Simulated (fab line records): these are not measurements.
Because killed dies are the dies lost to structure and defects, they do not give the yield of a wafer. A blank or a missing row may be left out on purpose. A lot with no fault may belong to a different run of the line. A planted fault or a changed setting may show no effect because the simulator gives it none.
fab line records	flow sky130
record: lots: 6	wafers: 18	last_day: 50
route steps=708 shown METAL4@623 PAD_OPEN@708
lots that met no fault: from a run of the same line without faults
start_h: start of the lot's first displayed wafer, in hours after the record's first day	wait_h: hours elapsed since this lot's preceding step	" unchanged from the row above	L1.1+2: a single row standing in for several wafers	- no value, or no start was given	* or withheld: withheld	< > ~ a bound
route shown NAME@n: a module of which the file shows steps, and the number in the route of the first	usual: the fault-free wafers' mean and standard deviation	same: alike in all rows	chamber/n: place in a boat	sites: the reading at each site	_std_site: the standard deviation of these	_edge_site: inner sites' mean taken away from outer sites' mean	radius_mm: for every site, how far away it sits from the centre of the wafer	mask NAME#n: copy n	behind: the tool/chamber that last shaped the wafer	hold: why the lot went on hold/how many hours it stayed there/how the hold came to an end	device: transistor that didn't switch, given as n, p or np	end of line: tests of these same wafers at the route's end	step lacking rows: just its recipe	killed: count of dies lost to structure and defects at first sort (not the wafer's yield)	map: shows each die of a wafer: x if killed, . if not, _ if none is there
set.NAME: the setting the step ran with; set.NAME@STEP: the setting that earlier step ran with	model.NAME: the simulator's own value behind a step, which no gauge read
certain route steps with their lots: each step a table, each wafer a row
services: a tool's chamber out of use, with start hour (start_h, from the record's first day; less than 0 if before it), hours out, and reason
== steps ==
step: SKY_METAL4_COAT_07
recipe: resist: BARC	temp_c: withheld	time_s: withheld	spin_rpm: 3000	resist_thk_nm: 60
step: SKY_METAL4_COAT_08
recipe: resist: KrF-thick	spin_rpm: 3000	resist_thk_nm: 1140
step: SKY_METAL4_SOFTBAKE_09
recipe: temp_c: 100	time_s: 90	resist: KrF-thick
step: SKY_METAL4_EXPOSE_10
recipe: mask_id: MM4	na: 0.68	source_shape: annular	sigma_inner: 0.4	sigma_outer: 0.8	target_cd_nm: 300	dose_mj: 28
step: SKY_METAL4_PEB_11
recipe: peb_temp_c: withheld	peb_time_s: withheld	resist: KrF-thick
step: SKY_METAL4_DEVELOP_12
recipe: develop_time_s: 60	resist: KrF-thick	dev_temp_c: 21
step: SKY_METAL4_CD_MEAS_13
recipe: target_cd_nm: 300
usual: cd_nm: 299.9/1.5
lot.wafer	tool	chamber	start_h	wait_h	cd_nm
L971.1	cd_sem-02	-	1003.77	-	298.0
L971.3	"	-	"	"	298.7
L971.6	"	-	"	"	299.7
L972.1	cd_sem-01	-	1019.22	-	298.7
L972.3	"	-	"	"	300.2
L972.6	"	-	"	"	298.9
L973.2	cd_sem-01	-	1023.99	-	299.3
L973.4	"	-	"	"	298.7
L973.6	"	-	"	"	300.9
L983.3	cd_sem-01	-	1086.21	-	300.6
L983.4	"	-	"	"	301.8
L983.6	"	-	"	"	299.7
L984.2	cd_sem-02	-	1091.14	-	299.9
L984.3	"	-	"	"	300.4
L984.5	"	-	"	"	298.5
L988.1	cd_sem-01	-	1114.50	-	302.2
L988.2	"	-	"	"	301.5
L988.3	"	-	"	"	301.8
step: SKY_METAL4_OVL_MEAS_14
usual: METAL4_OVL: 2/6.5
lot.wafer	tool	chamber	start_h	wait_h	METAL4_OVL[nm]
L971.1	overlay-01	-	1003.89	0.1	7
L971.3	"	-	"	"	7
L971.6	"	-	"	"	13
L972.1	overlay-02	-	1019.34	0.1	4
L972.3	"	-	"	"	4
L972.6	"	-	"	"	-5
L973.2	overlay-02	-	1024.10	0.1	7
L973.4	"	-	"	"	4
L973.6	"	-	"	"	8
L983.3	overlay-01	-	1086.30	0.1	5
L983.4	"	-	"	"	-5
L983.6	"	-	"	"	1
L984.2	overlay-01	-	1091.24	0.1	-3
L984.3	"	-	"	"	-5
L984.5	"	-	"	"	8
L988.1	overlay-01	-	1114.62	0.1	2
L988.2	"	-	"	"	-10
L988.3	"	-	"	"	-4
step: SKY_METAL4_DESCUM_15
recipe: chemistry: O2	source_power_w: 150	bias_power_w: 0	pressure_mtorr: 10	temp_c: 40	time_s: 8
usual: drypump_motor_current_A: 5.8/0.49	oes_product_au: 0.997/0.0086
lot.wafer	tool	chamber	start_h	wait_h	drypump_motor_current_A	oes_product_au	rf_hours_counter_h
L971.1	rie_metal-04	0	1003.93	0.0	6.2	1.007	15
L971.3	"	0	"	"	6.2	0.998	-
L971.6	"	0	"	"	6.2	0.989	-
L972.1	rie_metal-02	1	1019.37	0.0	5.4	0.995	7
L972.3	"	0	"	"	5.1	0.991	-
L972.6	"	0	"	"	5.1	0.990	-
L973.2	rie_metal-04	1	1024.13	0.0	5.3	1.016	20
L973.4	"	0	"	"	6.2	0.996	-
L973.6	"	0	"	"	6.2	0.993	-
L983.3	rie_metal-04	1	1086.34	0.0	5.3	0.992	-
L983.4	"	0	"	"	6.1	1.002	-
L983.6	"	1	"	"	5.3	0.994	-
L984.2	rie_metal-02	1	1091.27	0.0	5.4	0.988	12
L984.3	"	0	"	"	5.0	1.003	-
L984.5	"	0	"	"	5.0	0.994	-
L988.1	rie_metal-01	0	1114.66	0.0	5.7	1.009	21
L988.2	"	1	"	"	6.5	0.991	14
L988.3	"	1	"	"	6.5	0.986	-
step: SKY_METAL4_ETCH_16
recipe: chemistry: N2/H2	target: BARC	ion_energy_ev: 200	bias_w: 100	pressure_mtorr: 30	n2_flow_sccm: 100	h2_flow_sccm: 200	icp_w: 500	stop_on: SiO2	time_s: 88.2	target_depth_a: 600
usual: drypump_motor_current_A: 5.8/0.49	oes_product_au: 0.626/0.0046	throttle_valve_pct: 13.205/0.0088
lot.wafer	tool	chamber	start_h	wait_h	drypump_motor_current_A	oes_product_au	rf_hours_counter_h	throttle_valve_pct
L971.1	rie_metal-04	0	1003.96	0.0	6.2	0.632	15	13.205
L971.3	"	0	"	"	6.2	0.622	-	13.193
L971.6	"	0	"	"	6.1	0.617	-	13.200
L972.1	rie_metal-02	1	1019.40	0.0	5.5	0.621	7	13.201
L972.3	"	0	"	"	5.1	0.622	-	13.215
L972.6	"	0	"	"	5.1	0.631	-	13.214
L973.2	rie_metal-04	1	1024.16	0.0	5.3	0.627	20	13.200
L973.4	"	0	"	"	6.2	0.624	-	13.213
L973.6	"	0	"	"	6.2	0.621	-	13.206
L983.3	rie_metal-04	1	1086.39	0.0	5.3	0.627	-	13.209
L983.4	"	0	"	"	6.2	0.625	-	13.205
L983.6	"	1	"	"	5.3	0.626	-	13.209
L984.2	rie_metal-02	1	1091.31	0.0	5.4	0.629	12	13.209
L984.3	"	0	"	"	5.0	0.618	-	13.208
L984.5	"	0	"	"	5.1	0.623	-	13.205
L988.1	rie_metal-01	0	1114.69	0.0	5.7	0.625	21	13.207
L988.2	"	1	"	"	6.6	0.628	14	13.201
L988.3	"	1	"	"	6.5	0.634	-	13.216
step: SKY_METAL4_ETCH_17
recipe: target: SiO2	stop_on: TiN	chemistry: C4F8/O2/Ar	source_w: 1500	bias_w: 1200	pressure_mtorr: 40	c4f8_flow_sccm: withheld	O2_flow_sccm: 6	Ar_flow_sccm: 300	time_s: 3.9	target_depth_a: 150
usual: oes_product_au: 0.756/0.0074
lot.wafer	tool	chamber	start_h	wait_h	oes_product_au	rf_hours_counter_h
L971.1	rie_diel-02	1	1004.06	0.1	0.751	10
L971.3	"	3	"	"	0.749	9
L971.6	"	0	"	"	0.751	-
L972.1	rie_diel-01	1	1019.50	0.1	0.759	16
L972.3	"	2	"	"	0.754	12
L972.6	"	2	"	"	0.750	-
L973.2	rie_diel-01	2	1024.26	0.1	0.758	12
L973.4	"	0	"	"	0.754	5
L973.6	"	0	"	"	0.754	-
L983.3	rie_diel-04	0	1086.46	0.0	0.746	13
L983.4	"	3	"	"	0.754	14
L983.6	"	2	"	"	0.751	-
L984.2	rie_diel-02	3	1091.40	0.1	0.750	12
L984.3	"	2	"	"	0.752	26
L984.5	"	0	"	"	0.760	-
L988.1	rie_diel-01	2	1114.79	0.1	0.768	14
L988.2	"	0	"	"	0.742	7
L988.3	"	3	"	"	0.763	12
step: SKY_METAL4_METAL_ETCH_18
recipe: target_depth_a: 8450	stop_on: SiO2	over_etch_frac: 0.3	time_s: 183.1	chemistry: Cl2/BCl3	resist_sidewall_deg: 88	pressure_mtorr: 10	icp_w: 900	bias_w: 48.5	Cl2_flow_sccm: 60	bcl3_flow_sccm: 30
usual: drypump_motor_current_A: 5.7/0.51	oes_product_au: 0.865/0.0057	throttle_valve_pct: 22.264/0.0089
lot.wafer	tool	chamber	start_h	wait_h	drypump_motor_current_A	oes_product_au	rf_hours_counter_h	throttle_valve_pct
L971.1	rie_metal-02	0	1004.08	0.0	5.1	0.867	12	22.272
L971.3	"	0	"	"	5.0	0.855	-	22.261
L971.6	"	0	"	"	5.1	0.859	-	22.276
L972.1	rie_metal-04	1	1019.52	0.0	5.3	0.861	19	22.252
L972.3	"	1	"	"	5.3	0.875	-	22.274
L972.6	"	0	"	"	6.1	0.867	-	22.260
L973.2	rie_metal-01	0	1024.28	0.0	5.7	0.867	14	22.260
L973.4	"	1	"	"	6.5	0.874	-	22.270
L973.6	"	1	"	"	6.5	0.872	-	22.265
L983.3	rie_metal-01	0	1086.54	0.1	5.7	0.868	-	22.253
L983.4	"	1	"	"	6.5	0.858	-	22.265
L983.6	"	1	"	"	6.5	0.856	-	22.265
L984.2	rie_metal-04	1	1091.42	0.0	5.3	0.872	1	22.259
L984.3	"	1	"	"	5.3	0.856	-	22.260
L984.5	"	1	"	"	5.3	0.869	-	22.263
L988.1	rie_metal-02	1	1114.80	0.0	5.4	0.861	14	22.268
L988.2	"	0	"	"	5.0	0.866	20	22.274
L988.3	"	0	"	"	5.0	0.865	-	22.263
step: SKY_METAL4_STRIP_19
recipe: chemistry: O2/N2	power_w: 1400	pressure_mtorr: 1500	platen_temp_c: withheld	o2_flow_sccm: 3000	n2_flow_sccm: 300	overash_fraction: 0.5
usual: chamber_pressure_mTorr: 1500.1/1.2	drypump_motor_current_A: 5.7/0.51	oes_product_au: 0.504/0.0054	strip_time_to_endpoint_s: 6.57/0.073
lot.wafer	tool	chamber	start_h	wait_h	chamber_pressure_mTorr	drypump_motor_current_A	oes_product_au	rf_hours_counter_h	strip_time_to_endpoint_s	model.KrF-thick_of_METAL4_COAT_08.thk_nm
L971.1	plasma_asher-02	1	1004.25	0.1	1500.4	5.4	0.508	27	6.56	0
L971.3	"	0	"	"	1501.0	5.6	0.508	-	6.60	0
L971.6	"	0	"	"	1499.9	5.6	0.501	-	6.57	0
L972.1	plasma_asher-03	1	1019.70	0.1	-	-	-	-	-	528.6
L972.3	"	1	"	"	-	-	-	-	-	529
L972.6	"	1	"	"	-	-	-	-	-	532.4
L973.2	plasma_asher-03	0	1024.46	0.1	-	-	-	-	-	525.7
L973.4	"	1	"	"	-	-	-	-	-	544.4
L973.6	"	0	"	"	-	-	-	-	-	543.6
L983.3	plasma_asher-03	0	1086.69	0.1	1499.5	6.7	0.497	-	6.53	0
L983.4	"	1	"	"	1499.9	5.9	0.508	-	6.66	0
L983.6	"	0	"	"	1502.0	6.7	0.513	-	6.67	0
L984.2	plasma_asher-03	1	1091.60	0.1	1500.0	5.9	0.498	93	6.50	0
L984.3	"	0	"	"	1499.9	6.7	0.501	-	6.47	0
L984.5	"	1	"	"	1499.7	5.9	0.502	-	6.48	0
L988.1	plasma_asher-03	0	1114.98	0.1	1501.5	6.7	0.505	95	6.66	0
L988.2	"	1	"	"	1500.2	5.9	0.502	95	6.65	0
L988.3	"	1	"	"	1498.0	5.9	0.503	-	6.59	0
step: SKY_METAL4_STRIP_20
recipe: chemistry: post_etch_residue_remover	time_s: 1200	temp_c: 72.5
step: SKY_PAD_OPEN_PROBE_99
usual: defect_limited_yield: 82.8/2	killed_at_M0_to_M3: 42/7.3	killed_at_M4_up: 3.2/1.8	killed_at_contacts: 25/5.2	killed_at_front_end: 15/4.6	killed_at_other: 0.3/0.62	killed_dies: 85/9.9	killed_on_rim: 17/3.9	killed_open: 46/7.1	killed_short: 38/5.7	sort_bin_3_pad_short: 0.9/0.42	sort_bin_5_function: 10.0/1.5	sort_bin_6_memory: 6.3/1.2	sort_n_pass: 407/9.9	sort_yield_pct: 82.8/2
same: gross_dies: 492	killed_at_back_side: 0	sort_bin_4_leakage[%]: 0	sort_bin_8_speed[%]: 0
lot.wafer	tool	chamber	start_h	wait_h	defect_limited_yield[%]	killed_at_M0_to_M3	killed_at_M4_up	killed_at_contacts	killed_at_front_end	killed_at_other	killed_dies	killed_on_rim	killed_open	killed_short	sort_bin_3_pad_short[%]	sort_bin_5_function[%]	sort_bin_6_memory[%]	sort_n_pass	sort_yield_pct[%]
L971.1	prober-02	-	1096.04	0.1	78.7	61	3	28	13	0	105	20	55	50	1.0	13.0	7.3	387	78.7
L971.3	prober-02	-	1096.14	0.2	83.1	44	1	28	9	1	83	17	43	39	1.4	9.6	5.9	409	83.1
L971.6	prober-02	-	1096.29	0.2	82.5	38	5	26	17	0	86	18	45	41	1.0	8.1	8.3	406	82.5
L972.1	prober-01	-	1110.79	0.1	0	58	397	25	11	1	492	96	55	41	1.4	91.5	7.1	0	0
L972.3	prober-01	-	1110.89	0.2	0	43	408	30	11	0	492	96	55	35	0.6	91.7	7.7	0	0
L972.6	prober-01	-	1111.04	0.2	0	42	409	30	10	1	492	96	41	45	1.0	93.5	5.5	0	0
L973.2	prober-02	-	1115.94	0.1	0	44	414	22	11	1	492	96	43	35	0.6	93.9	5.5	0	0
L973.4	prober-02	-	1116.04	0.2	0	35	413	31	13	0	492	96	38	46	1.4	91.9	6.7	0	0
L973.6	prober-02	-	1116.14	0.2	0	40	395	34	23	0	492	96	51	46	1.0	92.7	6.3	0	0
L983.3	prober-02	-	1168.82	0.2	82.5	39	4	28	15	0	86	19	52	34	0	10.8	6.7	406	82.5
L983.4	prober-02	-	1168.87	0.2	85.2	29	5	32	7	0	73	13	38	35	1.0	8.3	5.5	419	85.2
L983.6	prober-02	-	1168.97	0.2	83.7	47	7	18	8	0	80	21	46	34	1.0	10.0	5.3	412	83.7
L984.2	prober-01	-	1173.83	0.1	83.9	43	7	19	10	0	79	15	42	37	1.0	7.9	7.1	413	83.9
L984.3	prober-01	-	1173.88	0.2	84.8	34	5	23	13	0	75	13	40	35	0.6	8.7	5.9	417	84.8
L984.5	prober-01	-	1173.98	0.2	84.6	34	1	25	16	0	76	18	43	33	0.8	11.0	3.7	416	84.6
L988.1	prober-01	-	1191.67	0.1	86.8	31	2	21	11	0	65	14	37	28	0	6.9	6.3	427	86.8
L988.2	prober-01	-	1191.72	0.1	83.1	42	2	25	14	0	83	11	43	40	1.4	9.8	5.7	409	83.1
L988.3	prober-01	-	1191.77	0.2	85.2	27	3	31	10	2	73	13	43	30	0.8	9.6	4.5	419	85.2
killed by level:class
L971.1 VIA1:geometric_particle:open=15 CONTACT:geometric_particle:open=10 VIA2:geometric_particle:open=8 METAL1:geometric_particle:short=8 VIA1:geometric_particle:short=7 FIELD_ISO:geometric_particle:short=6 LI_CONTACT:geometric_particle:open=6 CONTACT:geometric_particle:short=5
L971.3 LI_CONTACT:geometric_particle:open=7 CONTACT:geometric_particle:open=7 VIA3:geometric_particle:open=7 METAL1:geometric_particle:short=6 VIA1:geometric_particle:open=6 VIA2:geometric_particle:open=6 FIELD_ISO:geometric_particle:short=5 METAL2:geometric_particle:short=4
L971.6 VIA1:geometric_particle:open=11 CONTACT:geometric_particle:open=9 LI_CONTACT:geometric_particle:open=7 FIELD_ISO:geometric_particle:short=5 CONTACT:geometric_particle:short=5 VIA1:geometric_particle:short=5 VIA3:geometric_particle:open=5 FIELD_ISO:geometric_particle:open=4
L972.1 VIA4:area_hdpcvd=396 VIA1:geometric_particle:open=14 CONTACT:geometric_particle:open=13 VIA3:geometric_particle:open=11 METAL1:geometric_particle:short=7 VIA2:geometric_particle:open=7 METAL2:geometric_particle:short=6 VIA1:geometric_particle:short=5
L972.3 VIA4:area_hdpcvd=400 VIA1:geometric_particle:open=13 LI_CONTACT:geometric_particle:open=11 VIA2:geometric_particle:open=8 FIELD_ISO:geometric_particle:open=5 CONTACT:geometric_particle:short=5 METAL2:geometric_particle:short=5 METAL4:geometric_particle:short=5
L972.6 VIA4:area_hdpcvd=405 VIA1:geometric_particle:open=11 CONTACT:geometric_particle:open=8 LI_CONTACT:geometric_particle:open=7 LI_CONTACT:geometric_particle:short=6 VIA1:geometric_particle:short=6 METAL1:geometric_particle:short=5 CONTACT:geometric_particle:short=5
L973.2 VIA4:area_hdpcvd=414 VIA1:geometric_particle:open=12 CONTACT:geometric_particle:short=8 VIA2:geometric_particle:open=7 CONTACT:geometric_particle:open=5 LI_CONTACT:geometric_particle:open=4 METAL2:geometric_particle:short=4 METAL3:geometric_particle:short=4
L973.4 VIA4:area_hdpcvd=408 CONTACT:geometric_particle:open=13 VIA1:geometric_particle:short=9 VIA1:geometric_particle:open=7 CONTACT:geometric_particle:short=6 LOCAL_INTERCONNECT:geometric_particle:short=5 VIA2:geometric_particle:open=5 FIELD_ISO:geometric_particle:short=4
L973.6 VIA4:area_hdpcvd=395 LI_CONTACT:geometric_particle:open=12 CONTACT:geometric_particle:open=9 METAL1:geometric_particle:short=9 FIELD_ISO:geometric_particle:short=8 VIA1:geometric_particle:open=8 VIA2:geometric_particle:open=6 LOCAL_INTERCONNECT:geometric_particle:short=5
L983.3 CONTACT:geometric_particle:open=13 FIELD_ISO:geometric_particle:open=8 VIA3:geometric_particle:open=8 VIA1:geometric_particle:open=8 LI_CONTACT:geometric_particle:open=6 METAL1:geometric_particle:short=4 VIA1:geometric_particle:short=4 METAL2:geometric_particle:short=4
L983.4 CONTACT:geometric_particle:open=11 LI_CONTACT:geometric_particle:open=8 VIA3:geometric_particle:open=7 LOCAL_INTERCONNECT:geometric_particle:short=6 CONTACT:geometric_particle:short=6 VIA2:geometric_particle:open=6 METAL4:geometric_particle:short=4 FIELD_ISO:geometric_particle:short=3
L983.6 VIA1:geometric_particle:open=14 CONTACT:geometric_particle:open=9 VIA3:geometric_particle:open=8 VIA2:geometric_particle:open=6 METAL1:geometric_particle:short=5 METAL4:geometric_particle:short=4 CONTACT:geometric_particle:short=4 VIA1:geometric_particle:short=4
L984.2 VIA1:geometric_particle:open=11 CONTACT:geometric_particle:open=8 VIA3:geometric_particle:open=6 METAL4:geometric_particle:short=6 LI_CONTACT:geometric_particle:open=5 METAL1:geometric_particle:short=5 METAL2:geometric_particle:short=5 VIA1:geometric_particle:short=4
L984.3 CONTACT:geometric_particle:open=11 METAL1:geometric_particle:short=6 VIA1:geometric_particle:open=6 LI_CONTACT:geometric_particle:open=5 VIA1:geometric_particle:short=5 VIA3:geometric_particle:open=5 FIELD_ISO:geometric_particle:short=4 METAL4:geometric_particle:short=4
L984.5 CONTACT:geometric_particle:open=11 VIA1:geometric_particle:open=10 CONTACT:geometric_particle:short=6 VIA3:geometric_particle:open=5 VIA3:geometric_particle:short=5 FIELD_ISO:geometric_particle:short=4 POLY_GATE:geometric_particle:open=4 LI_CONTACT:geometric_particle:open=4
L988.1 VIA2:geometric_particle:open=7 LI_CONTACT:geometric_particle:open=6 CONTACT:geometric_particle:open=6 VIA1:geometric_particle:open=5 POLY_GATE:geometric_particle:open=4 METAL3:geometric_particle:short=4 METAL2:geometric_particle:short=4 CONTACT:geometric_particle:short=3
L988.2 CONTACT:geometric_particle:open=12 LI_CONTACT:geometric_particle:open=7 VIA1:geometric_particle:open=7 VIA2:geometric_particle:open=7 FIELD_ISO:geometric_particle:short=6 METAL1:geometric_particle:short=6 VIA1:geometric_particle:short=5 CONTACT:geometric_particle:short=4
L988.3 LI_CONTACT:geometric_particle:open=9 CONTACT:geometric_particle:short=8 CONTACT:geometric_particle:open=7 VIA3:geometric_particle:open=7 VIA2:geometric_particle:open=6 METAL1:geometric_particle:short=4 VIA1:geometric_particle:short=4 FIELD_ISO:geometric_particle:open=3
map L972.1 (x killed, . not)
__________xxxxxxxxxx_________
________xxxxxxxxxxxxxx_______
______xxxxxxxxxxxxxxxxxx_____
_____xxxxxxxxxxxxxxxxxxxx____
____xxxxxxxxxxxxxxxxxxxxxx___
___xxxxxxxxxxxxxxxxxxxxxxxx__
__xxxxxxxxxxxxxxxxxxxxxxxxxx_
_xxxxxxxxxxxxxxxxxxxxxxxxxxxx
_xxxxxxxxxxxxxxxxxxxxxxxxxxxx
_xxxxxxxxxxxxxxxxxxxxxxxxxxxx
_xxxxxxxxxxxxxxxxxxxxxxxxxxxx
_xxxxxxxxxxxxxxxxxxxxxxxxxxxx
_xxxxxxxxxxxxxxxxxxxxxxxxxxxx
_xxxxxxxxxxxxxxxxxxxxxxxxxxxx
_xxxxxxxxxxxxxxxxxxxxxxxxxxxx
__xxxxxxxxxxxxxxxxxxxxxxxxxx_
___xxxxxxxxxxxxxxxxxxxxxxxx__
____xxxxxxxxxxxxxxxxxxxxxx___
_____xxxxxxxxxxxxxxxxxxxx____
______xxxxxxxxxxxxxxxxxx_____
________xxxxxxxxxxxxxx_______
__________xxxxxxxxxx_________
map L973.2 (x killed, . not)
__________xxxxxxxxxx_________
________xxxxxxxxxxxxxx_______
______xxxxxxxxxxxxxxxxxx_____
_____xxxxxxxxxxxxxxxxxxxx____
____xxxxxxxxxxxxxxxxxxxxxx___
___xxxxxxxxxxxxxxxxxxxxxxxx__
__xxxxxxxxxxxxxxxxxxxxxxxxxx_
_xxxxxxxxxxxxxxxxxxxxxxxxxxxx
_xxxxxxxxxxxxxxxxxxxxxxxxxxxx
_xxxxxxxxxxxxxxxxxxxxxxxxxxxx
_xxxxxxxxxxxxxxxxxxxxxxxxxxxx
_xxxxxxxxxxxxxxxxxxxxxxxxxxxx
_xxxxxxxxxxxxxxxxxxxxxxxxxxxx
_xxxxxxxxxxxxxxxxxxxxxxxxxxxx
_xxxxxxxxxxxxxxxxxxxxxxxxxxxx
__xxxxxxxxxxxxxxxxxxxxxxxxxx_
___xxxxxxxxxxxxxxxxxxxxxxxx__
____xxxxxxxxxxxxxxxxxxxxxx___
_____xxxxxxxxxxxxxxxxxxxx____
______xxxxxxxxxxxxxxxxxx_____
________xxxxxxxxxxxxxx_______
__________xxxxxxxxxx_________
== services ==
tool	chamber	start_h	hours	kind
rie_diel-02	-	989.23	14.6	pm
plasma_asher-03	-	1012.13	1.5	repair
plasma_asher-03	-	1021.01	2.1	repair
rie_diel-04	3	1024.89	8.0	repair
rie_diel-04	1	1025.32	1.6	repair
rie_diel-02	2	1045.87	7.2	repair
rie_metal-04	1	1050.25	-	clean
rie_metal-04	1	1050.25	21.0	scheduled_down
rie_metal-04	1	1050.25	21.0	vent_cycle
rie_diel-02	2	1057.39	11.7	repair
rie_diel-02	2	1091.50	-	clean
rie_diel-02	2	1091.50	16.6	scheduled_down
rie_diel-02	2	1091.50	16.6	vent_cycle
rie_diel-02	0	1093.64	7.1	repair
rie_diel-02	-	1105.98	2.8	pm
rie_diel-01	1	1110.49	9.9	repair
== key ==
first_sign: step: SKY_METAL4_STRIP_19	reading: tool_record	direction: missing
effect: step: SKY_PAD_OPEN_PROBE_99	reading: killed_at_M4_up	direction: up	sigmas: 99+	usual: 3.2	struck: 406
model_effect: step: SKY_METAL4_STRIP_19	value: KrF-thick_of_METAL4_COAT_08.thk_nm	without: 0	struck: 533.9
more_kills_born_at: SKY_VIA4_HDPCVD_00@hdpcvd-02: 1217	SKY_VIA4_HDPCVD_00@hdpcvd-01: 1201
met_at SKY_METAL4_STRIP_19
struck_wafers L972.1,L972.3,L972.6,L973.2,L973.4,L973.6
later_rows_left_out L972.1,L972.3,L972.6,L973.2,L973.4,L973.6
fault: kind: skipped_step_whole	tool: plasma_asher-03	chamber: -	onset_h: 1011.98	steps: SKY_METAL4_STRIP_19	scope: struck_lots_only
later_rows_left_out: the simulator's readings of these wafers behind a module that went badly wrong aren't trusted and aren't shown, but for the sort
